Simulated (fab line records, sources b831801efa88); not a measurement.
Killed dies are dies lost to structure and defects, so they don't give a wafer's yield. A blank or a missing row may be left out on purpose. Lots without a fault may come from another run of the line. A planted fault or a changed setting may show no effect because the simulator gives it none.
Problem report in the 8D (eight disciplines) form, filled by code | flow gf180mcu | the parts of the form that need people (team, actions taken, sign-off) are left out

1. THE PROBLEM
strip_time_to_endpoint_s at GF_NWELL_STRIP_10 reads a mean of 35.48 s on 9 wafers of 3 lots; wafers without a fault read 36.97 s with a standard deviation of 0.12. That is -12 standard deviations from the usual mean.
The step: strips in O2/N2.
First seen on wafer L841.1, day 6 14:45, on plasma_asher-01. The record holds 39 wafers of 13 lots with a number at this step. Rule for "out", or "out of limits": more than 4 standard deviations from the usual mean. The other wafers with a number count as sound.

2. WHAT IT IS AND WHAT IT IS NOT
question                    | is                       | is not
which readings at this step | strip_time_to_endpoint_s | drypump_motor_current_A, heater_power_w, oes_product_au
which lots                  | L841, L843, L844         | L827, L829, L830, L831, L834, L835, L836, L837, L842, L849
which wafers of those lots  | all that have a number   | -
read on which tools         | plasma_asher-01          | plasma_asher-02, plasma_asher-03
when                        | from day 6 14:45         | up to then (24 sound wafers); but 6 sound wafers of L842, L849 came after

3. SUSPECTS, AND WHAT RULES EACH OUT
Counting: a tool at a process step up to the reading stays a suspect if it ran every lot that is out and no sound lot after the first of them.
- litho_track-03 at GF_NWELL_COAT_02 (resist thk 3000 nm): kept. It ran every lot that is out, first L841 (day 6 06:26), and no sound lot after that; its last sound lot up to then is L836 (day 5 01:20).
- plasma_asher-01 at GF_NWELL_STRIP_10 (strips in O2/N2): ruled out as a lasting fault. Sound lots L849 ran on it after its first lot that is out, L841 (day 6 14:45).
Left after counting: litho_track-03 at GF_NWELL_COAT_02.

4. THE CAUSE (what the simulator had put in)
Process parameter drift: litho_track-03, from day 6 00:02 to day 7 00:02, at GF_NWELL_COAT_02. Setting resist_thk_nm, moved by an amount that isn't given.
Counting left only this tool.

5. THE CHAIN OF EFFECTS, in route order
Each row: a reading whose mean over the struck wafers that have a number lies more than 3 standard deviations from the usual. Only readings for which the record gives a usual standard deviation are gone through. hours: the time from each lot's start at the first step in this table that gives one to its start at this step, as a median over the lots. sigmas: the change in usual standard deviations.
hours | step              | reading                  | usual   | on struck wafers | change | sigmas
0     | GF_NWELL_STRIP_10 | strip_time_to_endpoint_s | 36.97 s | 35.48            | -1.49  | -12
The process steps in it:
- GF_NWELL_STRIP_10: strips in O2/N2.

6. WHAT WOULD HAVE CAUGHT IT SOONER
In this record the first reading out of limits was taken at day 6 14:45, 15 hours after the fault began at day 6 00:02.
Of the lots that are out (3), L844 began GF_NWELL_COAT_02 on litho_track-03 after day 6 14:45. A hold on the tool at that time would have spared it.
